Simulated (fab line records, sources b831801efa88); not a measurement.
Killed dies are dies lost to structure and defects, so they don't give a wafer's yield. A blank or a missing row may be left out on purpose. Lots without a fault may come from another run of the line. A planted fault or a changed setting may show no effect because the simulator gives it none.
Which tool did it? | flow gf180mcu | 12 lots, 36 wafers sampled, at 1 step of a route of 602

WHAT THE GAUGES READ, wafer by wafer
GF_M3_RS_MEAS_05: measures by four-point-probe.
lot  | measured     | on            | M3_ALCU_RS (ohm/sq)
L075 | day 20 14:33 | film_metro-03 | 0.0688 0.0691 0.0686
L077 | day 21 13:22 | film_metro-02 | 0.0705 0.0709 0.0697
L079 | day 22 07:17 | film_metro-03 | 0.0693 0.0695 0.0696
L081 | day 22 22:39 | film_metro-02 | 0.0703 0.0704 0.0700
L083 | day 23 19:44 | film_metro-03 | 0.0687 0.0688 0.0697
L085 | day 24 02:34 | film_metro-03 | 0.0698 0.0694 0.0697
L087 | day 25 00:56 | film_metro-01 | 0.0704 0.0692 0.0702
L089 | day 25 19:49 | film_metro-01 | 0.0693 0.0692 0.0694
L091 | day 26 15:54 | film_metro-01 | 0.0682 0.0703 0.0687
L093 | day 27 12:48 | film_metro-02 | 0.0690 0.0685 0.0693
L095 | day 27 17:32 | film_metro-01 | 0.0687 0.0692 0.0697
L097 | day 28 05:57 | film_metro-02 | 0.0685 0.0693 0.0685

WHICH TOOL RAN EACH LOT (tool, then ch and the chambers of the sampled wafers, then the start)
The record holds no process step before these readings.

THE ANSWER, worked out from the rows above alone
Rule: what is usual is taken from the lots themselves. Put in order of their means at a reading, lots are off if they are a third of the lots or fewer, leave a main group of 4 or more, and stand apart from it by a gap of 3 or more times the standard deviation of the main group's means; of several such gaps the widest counts. A main group whose means are all the same, to the digits that the tables above print for the reading, isn't used. A lot without any number at a reading at which 4 lots or more have one is off too. The other lots that the step has rows for count as sound.
No lot is off at any reading shown: from this, nothing can be told.

WHAT THE SIMULATOR HAD PUT IN
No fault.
